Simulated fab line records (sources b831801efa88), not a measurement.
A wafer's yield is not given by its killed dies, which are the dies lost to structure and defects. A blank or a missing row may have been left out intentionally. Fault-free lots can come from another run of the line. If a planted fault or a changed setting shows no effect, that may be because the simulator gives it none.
The tool behind it: which one? || flow sky130 || 10 lots, 30 wafers sampled, at 6 steps of a route of 708

WHAT THE GAUGES READ, wafer by wafer
SKY_VIA2_RS_MEAS_22: measurement is done with a four-point probe. Usual: VIA2_W_RS gives 0.2710 ohm/sq (standard deviation 0.003).
{"lot": "L583", "measured": "day 36 20:28", "on": "film metro-04", "VIA2_W_RS (ohm/sq)": "0.2723 0.2734 0.2710", "flag": ""}
{"lot": "L584", "measured": "day 37 01:44", "on": "film metro-04", "VIA2_W_RS (ohm/sq)": "0.2724 0.2730 0.2689", "flag": ""}
{"lot": "L586", "measured": "day 37 21:58", "on": "film metro-03", "VIA2_W_RS (ohm/sq)": "0.2771 0.2721 0.2758", "flag": ""}
{"lot": "L590", "measured": "day 39 04:44", "on": "film metro-03", "VIA2_W_RS (ohm/sq)": "0.2755 0.3044 0.3096", "flag": "OFF"}
{"lot": "L591", "measured": "day 39 08:32", "on": "film metro-04", "VIA2_W_RS (ohm/sq)": "0.2993 0.2981 0.2972", "flag": "OFF"}
{"lot": "L601", "measured": "day 42 15:13", "on": "film metro-04", "VIA2_W_RS (ohm/sq)": "0.2717 0.2707 0.2719", "flag": ""}
{"lot": "L600", "measured": "day 42 17:32", "on": "film metro-04", "VIA2_W_RS (ohm/sq)": "0.2706 0.2739 0.2703", "flag": ""}
{"lot": "L603", "measured": "day 42 21:27", "on": "film metro-04", "VIA2_W_RS (ohm/sq)": "0.2667 0.2722 0.2673", "flag": ""}
{"lot": "L602", "measured": "day 42 21:40", "on": "film metro-01", "VIA2_W_RS (ohm/sq)": "0.2686 0.2724 0.2679", "flag": ""}
{"lot": "L604", "measured": "day 43 01:51", "on": "film metro-01", "VIA2_W_RS (ohm/sq)": "0.2661 0.2678 0.2718", "flag": ""}

SKY_VIA2_THK_MEAS_23: measures by xrf. Usual: VIA2_W_THK gives 416 nm (standard deviation 5.1).
{"lot": "L583", "measured": "day 36 20:34", "on": "film metro-04", "VIA2_W_THK (nm)": "420 419 419", "flag": ""}
{"lot": "L584", "measured": "day 37 01:50", "on": "film metro-04", "VIA2_W_THK (nm)": "417 415 424", "flag": ""}
{"lot": "L586", "measured": "day 37 22:04", "on": "film metro-03", "VIA2_W_THK (nm)": "405 411 404", "flag": ""}
{"lot": "L590", "measured": "day 39 04:52", "on": "film metro-03", "VIA2_W_THK (nm)": "410 373 366", "flag": "OFF"}
{"lot": "L591", "measured": "day 39 08:40", "on": "film metro-04", "VIA2_W_THK (nm)": "380 380 380", "flag": "OFF"}
{"lot": "L601", "measured": "day 42 15:19", "on": "film metro-04", "VIA2_W_THK (nm)": "414 417 412", "flag": ""}
{"lot": "L600", "measured": "day 42 17:40", "on": "film metro-04", "VIA2_W_THK (nm)": "416 414 414", "flag": ""}
{"lot": "L603", "measured": "day 42 21:33", "on": "film metro-04", "VIA2_W_THK (nm)": "426 414 423", "flag": ""}
{"lot": "L602", "measured": "day 42 21:47", "on": "film metro-01", "VIA2_W_THK (nm)": "422 415 418", "flag": ""}
{"lot": "L604", "measured": "day 43 01:58", "on": "film metro-01", "VIA2_W_THK (nm)": "420 420 410", "flag": ""}

EACH LOT AND THE TOOL THAT RAN IT (in order: tool; ch and the chambers of the sampled wafers; start)
{"lot": "L583", "SKY_METAL2_SPUTTER_03": "pvd sputter-03, day 34 13:23", "SKY_VIA2_ETCH_14": "rie diel-01 ch 0,1,3, day 36 19:32", "SKY_VIA2_SPUTTER_20": "pvd sputter-02, day 36 20:15", "SKY_VIA2_CVD_21": "cvd w-02 ch 0,1, day 36 20:19"}
{"lot": "L584", "SKY_METAL2_SPUTTER_03": "pvd sputter-03, day 34 19:44", "SKY_VIA2_ETCH_14": "rie diel-01 ch 0,1, day 37 00:48", "SKY_VIA2_SPUTTER_20": "pvd sputter-02, day 37 01:30", "SKY_VIA2_CVD_21": "cvd w-02 ch 0,1, day 37 01:36"}
{"lot": "L586", "SKY_METAL2_SPUTTER_03": "pvd sputter-01, day 35 15:06", "SKY_VIA2_ETCH_14": "rie diel-04 ch 0,1,3, day 37 21:02", "SKY_VIA2_SPUTTER_20": "pvd sputter-04, day 37 21:43", "SKY_VIA2_CVD_21": "cvd w-02 ch 0,1, day 37 21:50"}
{"lot": "L590", "SKY_METAL2_SPUTTER_03": "pvd sputter-03, day 36 23:19", "SKY_VIA2_ETCH_14": "rie diel-04 ch 0,1,3, day 39 03:51", "SKY_VIA2_SPUTTER_20": "pvd sputter-03, day 39 04:33", "SKY_VIA2_CVD_21": "cvd w-02 ch 0,1, day 39 04:37"}
{"lot": "L591", "SKY_METAL2_SPUTTER_03": "pvd sputter-01, day 37 02:40", "SKY_VIA2_ETCH_14": "rie diel-02 ch 0,1,3, day 39 07:39", "SKY_VIA2_SPUTTER_20": "pvd sputter-04, day 39 08:21", "SKY_VIA2_CVD_21": "cvd w-02 ch 1, day 39 08:25"}
{"lot": "L601", "SKY_METAL2_SPUTTER_03": "pvd sputter-03, day 40 12:43", "SKY_VIA2_ETCH_14": "rie diel-01 ch 0,1, day 42 14:17", "SKY_VIA2_SPUTTER_20": "pvd sputter-02, day 42 14:59", "SKY_VIA2_CVD_21": "cvd w-02 ch 0,1, day 42 15:05"}
{"lot": "L600", "SKY_METAL2_SPUTTER_03": "pvd sputter-04, day 40 14:01", "SKY_VIA2_ETCH_14": "rie diel-01 ch 0,3, day 42 16:39", "SKY_VIA2_SPUTTER_20": "pvd sputter-03, day 42 17:21", "SKY_VIA2_CVD_21": "cvd w-02 ch 0,1, day 42 17:25"}
{"lot": "L603", "SKY_METAL2_SPUTTER_03": "pvd sputter-01, day 40 18:31", "SKY_VIA2_ETCH_14": "rie diel-01 ch 0,1,2, day 42 20:29", "SKY_VIA2_SPUTTER_20": "pvd sputter-04, day 42 21:13", "SKY_VIA2_CVD_21": "cvd w-02 ch 0,1, day 42 21:19"}
{"lot": "L602", "SKY_METAL2_SPUTTER_03": "pvd sputter-03, day 40 19:20", "SKY_VIA2_ETCH_14": "rie diel-04 ch 0,1,3, day 42 20:44", "SKY_VIA2_SPUTTER_20": "pvd sputter-02, day 42 21:27", "SKY_VIA2_CVD_21": "cvd w-01 ch 0,1, day 42 21:31"}
{"lot": "L604", "SKY_METAL2_SPUTTER_03": "pvd sputter-01, day 40 23:58", "SKY_VIA2_ETCH_14": "rie diel-02 ch 0,1,3, day 43 00:54", "SKY_VIA2_SPUTTER_20": "pvd sputter-03, day 43 01:40", "SKY_VIA2_CVD_21": "cvd w-02 ch 1, day 43 01:43"}
- SKY_METAL2_SPUTTER_03: material Ti, target thk 5 nm, time 3.3 s.
- SKY_VIA2_ETCH_14: etches BARC in N2/H2, stops on SiO2, time 45.9 s, target depth 60 nm.
- SKY_VIA2_SPUTTER_20: material TiN, target thk 20 nm, time 80 s.
- SKY_VIA2_CVD_21: deposits W, target thk 420 nm, time 126.4 s.

WHAT THE TOOLS THEMSELVES READ (means of the sampled wafers that have a number; where no wafer has one, the mark that the record gives instead)
SKY_METAL2_SPUTTER_03. Usual: throttle valve pct 30.1 %, standard deviation 1.5.
{"lot": "L583", "tool": "pvd sputter-03", "throttle valve pct (%)": 29.7, "flag": ""}
{"lot": "L584", "tool": "pvd sputter-03", "throttle valve pct (%)": 30.1, "flag": ""}
{"lot": "L586", "tool": "pvd sputter-01", "throttle valve pct (%)": 28.8, "flag": ""}
{"lot": "L590", "tool": "pvd sputter-03", "throttle valve pct (%)": 30.2, "flag": ""}
{"lot": "L591", "tool": "pvd sputter-01", "throttle valve pct (%)": 29.6, "flag": ""}
{"lot": "L601", "tool": "pvd sputter-03", "throttle valve pct (%)": 30.5, "flag": ""}
{"lot": "L600", "tool": "pvd sputter-04", "throttle valve pct (%)": 30.2, "flag": ""}
{"lot": "L603", "tool": "pvd sputter-01", "throttle valve pct (%)": 29.6, "flag": ""}
{"lot": "L602", "tool": "pvd sputter-03", "throttle valve pct (%)": 31.4, "flag": ""}
{"lot": "L604", "tool": "pvd sputter-01", "throttle valve pct (%)": 29.3, "flag": ""}

SKY_VIA2_ETCH_14. Usual: bias w 100.02 W, standard deviation 0.28; drypump motor current A 5.7 A, standard deviation 0.31; oes product au 0.854 a.u., standard deviation 0.0045; throttle valve pct 13.224 %, standard deviation 0.0088.
{"lot": "L583", "tool": "rie diel-01", "bias w (W)": 99.93, "drypump motor current A (A)": 5.8, "oes product au (a.u.)": 0.855, "throttle valve pct (%)": 13.221, "flag": ""}
{"lot": "L584", "tool": "rie diel-01", "bias w (W)": 100.03, "drypump motor current A (A)": 5.5, "oes product au (a.u.)": 0.856, "throttle valve pct (%)": 13.225, "flag": ""}
{"lot": "L586", "tool": "rie diel-04", "bias w (W)": 99.80, "drypump motor current A (A)": 5.5, "oes product au (a.u.)": 0.854, "throttle valve pct (%)": 13.229, "flag": ""}
{"lot": "L590", "tool": "rie diel-04", "bias w (W)": 100.08, "drypump motor current A (A)": 5.5, "oes product au (a.u.)": 0.855, "throttle valve pct (%)": 13.220, "flag": ""}
{"lot": "L591", "tool": "rie diel-02", "bias w (W)": 99.89, "drypump motor current A (A)": 5.9, "oes product au (a.u.)": 0.854, "throttle valve pct (%)": 13.229, "flag": ""}
{"lot": "L601", "tool": "rie diel-01", "bias w (W)": 99.92, "drypump motor current A (A)": 5.7, "oes product au (a.u.)": 0.853, "throttle valve pct (%)": 13.228, "flag": ""}
{"lot": "L600", "tool": "rie diel-01", "bias w (W)": 100.00, "drypump motor current A (A)": 5.7, "oes product au (a.u.)": 0.857, "throttle valve pct (%)": 13.228, "flag": ""}
{"lot": "L603", "tool": "rie diel-01", "bias w (W)": 100.24, "drypump motor current A (A)": 5.7, "oes product au (a.u.)": 0.851, "throttle valve pct (%)": 13.223, "flag": ""}
{"lot": "L602", "tool": "rie diel-04", "bias w (W)": 100.32, "drypump motor current A (A)": 5.5, "oes product au (a.u.)": 0.855, "throttle valve pct (%)": 13.227, "flag": ""}
{"lot": "L604", "tool": "rie diel-02", "bias w (W)": 100.14, "drypump motor current A (A)": 5.9, "oes product au (a.u.)": 0.852, "throttle valve pct (%)": 13.223, "flag": ""}

SKY_VIA2_SPUTTER_20. Usual: throttle valve pct 30.4 %, standard deviation 1.4.
{"lot": "L583", "tool": "pvd sputter-02", "throttle valve pct (%)": 30.2, "flag": ""}
{"lot": "L584", "tool": "pvd sputter-02", "throttle valve pct (%)": 30.0, "flag": ""}
{"lot": "L586", "tool": "pvd sputter-04", "throttle valve pct (%)": 30.3, "flag": ""}
{"lot": "L590", "tool": "pvd sputter-03", "throttle valve pct (%)": 31.5, "flag": ""}
{"lot": "L591", "tool": "pvd sputter-04", "throttle valve pct (%)": 31.1, "flag": ""}
{"lot": "L601", "tool": "pvd sputter-02", "throttle valve pct (%)": 30.4, "flag": ""}
{"lot": "L600", "tool": "pvd sputter-03", "throttle valve pct (%)": 30.1, "flag": ""}
{"lot": "L603", "tool": "pvd sputter-04", "throttle valve pct (%)": 31.0, "flag": ""}
{"lot": "L602", "tool": "pvd sputter-02", "throttle valve pct (%)": 30.0, "flag": ""}
{"lot": "L604", "tool": "pvd sputter-03", "throttle valve pct (%)": 30.0, "flag": ""}

SKY_VIA2_CVD_21. Usual: chamber pressure Torr 40.00 Torr, standard deviation 0.076; heater power w 916 W, standard deviation 79; susceptor temp C 400.01 C, standard deviation 0.2.
{"lot": "L583", "tool": "cvd w-02", "chamber pressure Torr (Torr)": 39.94, "heater power w (W)": 891, "susceptor temp C (C)": 400.01, "flag": ""}
{"lot": "L584", "tool": "cvd w-02", "chamber pressure Torr (Torr)": 39.96, "heater power w (W)": 843, "susceptor temp C (C)": 399.84, "flag": ""}
{"lot": "L586", "tool": "cvd w-02", "chamber pressure Torr (Torr)": 39.98, "heater power w (W)": 835, "susceptor temp C (C)": 400.09, "flag": ""}
{"lot": "L590", "tool": "cvd w-02", "chamber pressure Torr (Torr)": 40.02, "heater power w (W)": 874, "susceptor temp C (C)": 395.63, "flag": "OFF"}
{"lot": "L591", "tool": "cvd w-02", "chamber pressure Torr (Torr)": 40.00, "heater power w (W)": 905, "susceptor temp C (C)": 393.36, "flag": "OFF"}
{"lot": "L601", "tool": "cvd w-02", "chamber pressure Torr (Torr)": 40.02, "heater power w (W)": 899, "susceptor temp C (C)": 400.02, "flag": ""}
{"lot": "L600", "tool": "cvd w-02", "chamber pressure Torr (Torr)": 40.07, "heater power w (W)": 900, "susceptor temp C (C)": 399.95, "flag": ""}
{"lot": "L603", "tool": "cvd w-02", "chamber pressure Torr (Torr)": 39.99, "heater power w (W)": 892, "susceptor temp C (C)": 399.95, "flag": ""}
{"lot": "L602", "tool": "cvd w-01", "chamber pressure Torr (Torr)": 40.01, "heater power w (W)": 952, "susceptor temp C (C)": 400.12, "flag": ""}
{"lot": "L604", "tool": "cvd w-02", "chamber pressure Torr (Torr)": 40.10, "heater power w (W)": 950, "susceptor temp C (C)": 400.01, "flag": ""}

THE ANSWER, worked out from the rows above alone
Rule: a lot counts as off when the mean over its wafers that have a number is more than 3 standard deviations away from the usual mean. A lot without any number at a reading at which 4 lots or more have one is off too. The other lots that the step has rows for count as sound. First the gauges in route order, then the tools' own readings, where a lot's mean is used as printed above. The first step at which some lot is off is used, and at that step the reading that is off furthest; a lot without a number counts as furthest.
Off: at SKY_VIA2_RS_MEAS_22 (VIA2_W_RS), L590, L591.
A tool fits if, at a process step before that reading, it ran every lot that is off, and no sound lot after the first of them. The gauges at SKY_VIA2_RS_MEAS_22 aren't tried: what is off there is off at SKY_VIA2_CVD_21 too, on other tools, and a gauge's error can't cause that. None of those tried fits.

WHAT HAD BEEN PUT IN BY THE SIMULATOR
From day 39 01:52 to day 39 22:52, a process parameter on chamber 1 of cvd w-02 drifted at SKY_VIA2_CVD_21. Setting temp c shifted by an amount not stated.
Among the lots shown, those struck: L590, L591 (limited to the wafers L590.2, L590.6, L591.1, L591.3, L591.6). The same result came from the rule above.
